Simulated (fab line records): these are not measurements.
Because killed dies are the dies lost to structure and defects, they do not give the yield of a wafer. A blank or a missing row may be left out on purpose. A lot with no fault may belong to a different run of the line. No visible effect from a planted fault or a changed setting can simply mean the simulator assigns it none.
Struck lot and sound lot, side by side / flow sky130 / 16 out of 708 route steps
Sound: the wafers L836.2, L836.3, L836.4. The struck wafers were L851.1, L851.3, L851.6. The cause is given at the end.
At each step with rows: each side's tool, then ch and its chambers, then its first start. Under that, the readings that differ: sound wafers / struck wafers / difference of the means / sigmas: that difference in standard deviations of wafers without a fault.
alike: same words and numbers on both sides, and readings whose means sit less than 2 such deviations apart. not compared: any withheld reading, any reading some wafer has no value for, any bound like >300 that may hide the same value, and any number with overlapping values for which the record gives no deviation.
Wherever a step has rows on one side only, a row that says differs or no value, or a row with sigmas, the two part there. Numbers that don't overlap but have no deviation are shown without sigmas and don't part them. A reading missing from all wafers of one side parts the sides only when that side holds two or more wafers.

first, 8 steps without rows for these wafers: SKY_METAL2_DEHYDRATE_07 (time 60 s); SKY_METAL2_HMDS_08 (prime time 60 s); SKY_METAL2_COAT_09 (resist thk 60 nm); SKY_METAL2_COAT_10 (resist thk 450 nm); SKY_METAL2_SOFTBAKE_11 (time 90 s); SKY_METAL2_EXPOSE_12 (exposes mask MM2, target cd 140 nm); SKY_METAL2_PEB_13; SKY_METAL2_DEVELOP_14 (develop time 60 s).
SKY_METAL2_CD_MEAS_15: target cd 140 nm.
  sound on cd-sem-02 at day 35 18:46; struck on cd-sem-02 at day 40 13:55
  alike: cd-nm
SKY_METAL2_OVL_MEAS_16:
  sound on overlay-01 at day 35 18:52; struck on overlay-02 at day 40 14:02
  alike: METAL2_OVL
SKY_METAL2_DESCUM_17: chemistry O2, time 8 s.
  sound on rie-metal-01 ch 0,1, day 35 18:53; struck on rie-metal-01 ch 0,1, day 40 14:04
  alike: drypump-motor-current-A, oes-product-au
  not compared: rf-hours-counter-h
SKY_METAL2_ETCH_18: etches BARC in N2/H2, stops on SiO2, time 45.9 s, target depth 60 nm.
  sound on rie-metal-01 ch 0,1, day 35 18:55; struck on rie-metal-01 ch 0,1, day 40 14:06
  alike: bias-w, chamber-pressure-mTorr, drypump-motor-current-A, oes-product-au, throttle-valve-pct
  not compared: rf-hours-counter-h
SKY_METAL2_METAL_ETCH_19: etches the open film in Cl2/BCl3, stops on SiO2, target depth 360 nm, time 78 s.
  sound on rie-metal-01 ch 0,1, day 35 18:59; struck on rie-metal-01 ch 0,1, day 40 14:10
  no value came back on the struck wafers for any of 5 readings (bcl3-flow-sccm (sccm), bias-w (W) and others); on the sound wafers bcl3-flow-sccm (sccm) reads 29.98 29.93 30.00
reading=model.KrF-thick_of_METAL2_COAT_10.thk-nm (nm); sound=165.8 165.1 158.4; struck=394.5 394.2 394.2; difference=+231.2; sigmas=
reading=model.SiO2_of_VIA1_HDPCVD_00.thk-nm (nm); sound=330.9 329.3 328.1; struck=340.2 340.2 340.9; difference=+11.0; sigmas=
  not compared: rf-hours-counter-h
SKY_METAL2_STRIP_20: strips in O2/N2.
  sound on plasma-asher-01 ch 0,1, day 35 19:05; struck on plasma-asher-02 ch 0,1, day 40 14:15
reading=oes-product-au (a.u.); sound=0.347 0.346 0.347; struck=0.443 0.452 0.440; difference=+0.098; sigmas=+18
reading=strip-time-to-endpoint-s (s); sound=2.78 2.78 2.70; struck=5.22 5.21 5.21; difference=+2.46; sigmas=+53
  alike: drypump-motor-current-A, o2-flow-sccm
  not compared: rf-hours-counter-h
then, 1 step without rows for these wafers: SKY_METAL2_STRIP_21 (strips in post etch residue remover, time 1200 s).
-- the record jumps here: 9 days lie between the struck wafers' starts before and after (it left off in module METAL2 and takes up again in module PAD_OPEN, whose first step shown is number 708 of the route) --
SKY_PAD_OPEN_PROBE_99:
  only the struck wafers here have rows in the record (prober-02, day 50 01:03); the sound ones have none

## WHERE THEY PART
At SKY_METAL2_METAL_ETCH_19 first; at SKY_PAD_OPEN_PROBE_99 last (within this record only).

WHY: what the simulator had put in
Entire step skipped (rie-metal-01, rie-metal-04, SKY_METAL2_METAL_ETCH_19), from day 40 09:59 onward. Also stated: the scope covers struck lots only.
